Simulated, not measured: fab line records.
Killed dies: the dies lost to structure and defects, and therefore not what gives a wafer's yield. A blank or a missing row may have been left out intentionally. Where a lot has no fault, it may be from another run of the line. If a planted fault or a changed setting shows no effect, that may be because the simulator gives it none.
Which of the tools did it? + flow sky130 + 11 lots with 33 wafers sampled at 6 steps, on a route of 708 steps

## WHAT EACH GAUGE READ, for each wafer
SKY_CONTACT_THK_MEAS_01.
| lot  | measured     | on            | CONTACT_CVD_00_THK (nm) |
|------|--------------|---------------|-------------------------|
| L197 | day 31 20:30 | film metro-01 | 74.9 75.9 77.1          |
| L199 | day 32 16:25 | film metro-01 | 74.1 76.4 76.3          |
| L198 | day 32 16:59 | film metro-02 | 74.8 75.6 76.0          |
| L201 | day 32 23:30 | film metro-02 | 74.6 77.8 76.8          |
| L202 | day 33 04:14 | film metro-01 | 75.2 73.0 74.4          |
| L203 | day 33 14:29 | film metro-04 | 73.4 73.9 73.6          |
| L204 | day 34 01:22 | film metro-02 | 76.7 77.1 76.5          |
| L209 | day 35 05:34 | film metro-04 | 73.2 76.6 74.7          |
| L213 | day 36 15:55 | film metro-02 | 73.9 75.4 75.0          |
| L215 | day 37 02:52 | film metro-02 | 75.6 75.8 76.5          |
| L214 | day 37 04:38 | film metro-02 | 73.1 74.6 76.1          |

SKY_CONTACT_OVL_MEAS_15.
| lot  | measured     | on         | CONTACT_OVL (nm) |
|------|--------------|------------|------------------|
| L197 | day 32 23:38 | overlay-01 | -5 -7 -9         |
| L199 | day 33 19:53 | overlay-02 | 1 1 -1           |
| L198 | day 33 20:53 | overlay-01 | -6 -7 -4         |
| L201 | day 34 02:58 | overlay-02 | -14 -10 -13      |
| L202 | day 34 06:54 | overlay-02 | -7 -2 -8         |
| L203 | day 34 17:07 | overlay-01 | -12 -13 -19      |
| L204 | day 35 05:03 | overlay-02 | -1 5 -1          |
| L209 | day 36 08:02 | overlay-02 | -2 4 -2          |
| L213 | day 37 18:01 | overlay-02 | -3 5 4           |
| L215 | day 38 05:41 | overlay-01 | -6 0 -7          |
| L214 | day 38 06:50 | overlay-02 | 2 -2 0           |

SKY_CONTACT_RS_MEAS_25: measurement is done with a four-point probe.
| lot  | measured     | on            | CONTACT_W_RS (ohm/sq) |
|------|--------------|---------------|-----------------------|
| L197 | day 33 00:37 | film metro-04 | 0.343 0.337 0.338     |
| L199 | day 33 20:52 | film metro-02 | 0.338 0.336 0.330     |
| L198 | day 33 21:51 | film metro-01 | 0.339 0.336 0.340     |
| L201 | day 34 03:59 | film metro-04 | 0.455 0.446 0.446     |
| L202 | day 34 08:18 | film metro-01 | 0.446 0.450 0.447     |
| L203 | day 34 18:37 | film metro-02 | 0.454 0.440 0.443     |
| L204 | day 35 06:09 | film metro-04 | 0.444 0.461 0.444     |
| L209 | day 36 08:58 | film metro-01 | 0.346 0.344 0.344     |
| L213 | day 37 19:01 | film metro-04 | 0.334 0.344 0.334     |
| L215 | day 38 06:41 | film metro-04 | 0.333 0.342 0.333     |
| L214 | day 38 07:49 | film metro-02 | 0.334 0.331 0.337     |

SKY_CONTACT_THK_MEAS_26: measures by xrf.
| lot  | measured     | on            | CONTACT_W_THK (nm) |
|------|--------------|---------------|--------------------|
| L197 | day 33 00:44 | film metro-04 | 334 339 337        |
| L199 | day 33 20:58 | film metro-02 | 337 336 343        |
| L198 | day 33 21:57 | film metro-01 | 342 345 341        |
| L201 | day 34 04:07 | film metro-04 | 256 258 260        |
| L202 | day 34 08:23 | film metro-01 | 263 257 261        |
| L203 | day 34 18:44 | film metro-02 | 253 261 259        |
| L204 | day 35 06:14 | film metro-04 | 261 251 260        |
| L209 | day 36 09:05 | film metro-01 | 334 334 335        |
| L213 | day 37 19:08 | film metro-04 | 343 335 344        |
| L215 | day 38 06:47 | film metro-04 | 344 336 345        |
| L214 | day 38 07:56 | film metro-02 | 344 345 341        |

## WHAT TOOL EACH LOT RAN ON (gives the tool, then ch and the chambers of the sampled wafers, and finally the start)
| lot  | SKY_CONTACT_ETCH_18                           | SKY_CONTACT_CVD_24            |
|------|-----------------------------------------------|-------------------------------|
| L197 | rie diel-04 ch 1,3, day 33 00:29 or earlier   | cvd w-01 ch 0,1, day 33 00:29 |
| L199 | rie diel-01 ch 0,1, day 33 20:44 or earlier   | cvd w-01 ch 0,1, day 33 20:44 |
| L198 | rie diel-01 ch 1,2,3, day 33 21:44 or earlier | cvd w-02 ch 0,1, day 33 21:44 |
| L201 | rie diel-02 ch 2,3, day 34 03:53 or earlier   | cvd w-01 ch 0,1, day 34 03:53 |
| L202 | rie diel-04 ch 2,3, day 34 08:10 or earlier   | cvd w-01 ch 0,1, day 34 08:10 |
| L203 | rie diel-04 ch 0,1,2, day 34 18:30 or earlier | cvd w-01 ch 0,1, day 34 18:30 |
| L204 | rie diel-02 ch 0,2,3, day 35 06:01 or earlier | cvd w-01 ch 0,1, day 35 06:01 |
| L209 | rie diel-02 ch 0,3, day 36 08:52 or earlier   | cvd w-02 ch 0,1, day 36 08:52 |
| L213 | rie diel-04 ch 0,1,3, day 37 18:54 or earlier | cvd w-01 ch 0,1, day 37 18:54 |
| L215 | rie diel-04 ch 1,2,3, day 38 06:34 or earlier | cvd w-01 ch 0,1, day 38 06:34 |
| L214 | rie diel-01 ch 0,1,2, day 38 07:43 or earlier | cvd w-01 ch 0,1, day 38 07:43 |
- SKY_CONTACT_ETCH_18: etches Si3N4 in CHF3/O2, stops on TiN, time 39 s, target depth 75 nm.
- SKY_CONTACT_CVD_24: deposits W, target thk 340 nm, time 102.12 s.

## AS READ BY THE TOOLS THEMSELVES (means over the sampled wafers that have a number; for cases with no such wafer, the mark the record gives instead)
SKY_CONTACT_ETCH_18.
| lot  | tool        | chf3 flow sccm (sccm) | drypump motor current A (A) | oes product au (a.u.) | throttle valve pct (%) |
|------|-------------|-----------------------|-----------------------------|-----------------------|------------------------|
| L197 | rie diel-04 | 50.07                 | 5.9                         | 0.858                 | 8.799                  |
| L199 | rie diel-01 | 49.84                 | 6.1                         | 0.862                 | 8.797                  |
| L198 | rie diel-01 | 50.20                 | 5.7                         | 0.861                 | 8.798                  |
| L201 | rie diel-02 | 50.04                 | 5.5                         | 0.868                 | 8.791                  |
| L202 | rie diel-04 | 50.27                 | 5.9                         | 0.841                 | 8.793                  |
| L203 | rie diel-04 | 49.97                 | 5.8                         | 0.847                 | 8.783                  |
| L204 | rie diel-02 | 49.92                 | 5.4                         | 0.865                 | 8.792                  |
| L209 | rie diel-02 | 50.04                 | 5.3                         | 0.853                 | 8.787                  |
| L213 | rie diel-04 | 50.00                 | 6.1                         | 0.848                 | 8.803                  |
| L215 | rie diel-04 | 50.11                 | 5.7                         | 0.859                 | 8.791                  |
| L214 | rie diel-01 | 50.04                 | 5.8                         | 0.851                 | 8.797                  |

SKY_CONTACT_CVD_24.
| lot  | tool     | heater power w (W) | susceptor temp C (C) |
|------|----------|--------------------|----------------------|
| L197 | cvd w-01 | 832                | 400.13               |
| L199 | cvd w-01 | 839                | 400.03               |
| L198 | cvd w-02 | 889                | 400.14               |
| L201 | cvd w-01 | 829                | 399.98               |
| L202 | cvd w-01 | 834                | 399.76               |
| L203 | cvd w-01 | 840                | 399.43               |
| L204 | cvd w-01 | 831                | 399.86               |
| L209 | cvd w-02 | 879                | 399.91               |
| L213 | cvd w-01 | 843                | 399.91               |
| L215 | cvd w-01 | 856                | 399.91               |
| L214 | cvd w-01 | 838                | 399.76               |

## THE ANSWER, worked out from the rows above alone
Rule: the lots themselves supply what counts as usual. The widest of any qualifying gaps counts: lots, ordered by their means at a reading, are off when they make up no more than a third of the lots, leave a main group of 4 or more, and stand apart from it by 3 or more times the standard deviation of that group's means. A main group whose means are all the same, to the digits that the tables above print for the reading, isn't used. Also off: a lot with no number at a reading for which 4 or more lots have one. Where the step has rows for the other lots, those lots are counted as sound. The gauges are gone through in route order, then the tools' own readings, and for those a lot's mean is taken as printed above. At the first step where some lot is off, the reading lying furthest off is the one used; lots without a number count as furthest.
None of the lots is off at any reading shown; this tells nothing.

## WHAT WAS PUT IN BY THE SIMULATOR
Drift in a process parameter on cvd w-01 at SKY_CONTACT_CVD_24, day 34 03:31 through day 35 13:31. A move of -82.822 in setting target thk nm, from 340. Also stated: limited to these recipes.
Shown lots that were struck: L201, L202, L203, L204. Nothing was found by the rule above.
